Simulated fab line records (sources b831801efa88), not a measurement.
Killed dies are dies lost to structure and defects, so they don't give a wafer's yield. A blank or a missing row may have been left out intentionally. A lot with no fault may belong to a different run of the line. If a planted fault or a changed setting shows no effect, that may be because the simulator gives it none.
Chamber matching -- flow sky130 -- SKY_VIA1_CMP_24 on cmp-02 has 4 sister chambers
The step polishes, stops on SiO2, t overpolish 15 s, target thk 0 nm. 4 wafers are shown with their chamber, then 8 later ones without.

WAFERS, EACH WITH ITS CHAMBER
wafer,chamber,motor_current_A (A)
L082.2,2,10.6
L082.3,1,12.1
L082.4,0,11.5
L084.2,3,10.7

WAFERS MISSING THEIR CHAMBER
wafer,motor_current_A (A)
L084.3,11.3
L084.5,11.8
L089.2,10.1
L089.4,10.3
L089.5,12.9
L094.3,10.3
L094.4,11.4
L094.5,10.3

CHAMBER TAKEN BY EACH
wafer,from the rows above,in truth
L084.3,can't be placed: 0 or 3 or 2 or 1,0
L084.5,can't be placed: 1 or 0 or 3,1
L089.2,can't be placed: 2 or 3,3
L089.4,can't be placed: 2 or 3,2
L089.5,can't be placed: 1 or 0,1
L094.3,can't be placed: 2 or 3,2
L094.4,can't be placed: 0 or 1 or 3 or 2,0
L094.5,can't be placed: 2 or 3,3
0 of 8 placed correctly. From these rows, 8 cannot be placed; in 8 the true chamber is one of the candidates. 0 placed wrongly.
How it was worked out, from the rows above alone: a wafer's distance from a chamber is the root of the sum, over the readings, of the square of ((its reading less the chamber's mean) divided by the reading's scatter). The wafer belongs to the nearest chamber; if the next one is less than 2 further off, it can't be placed. A chamber's mean is the mean of its shown wafers. The scatter (one wafer shown for each chamber): square how far every hidden wafer sits from the nearest shown wafer, average those squares and take the square root.
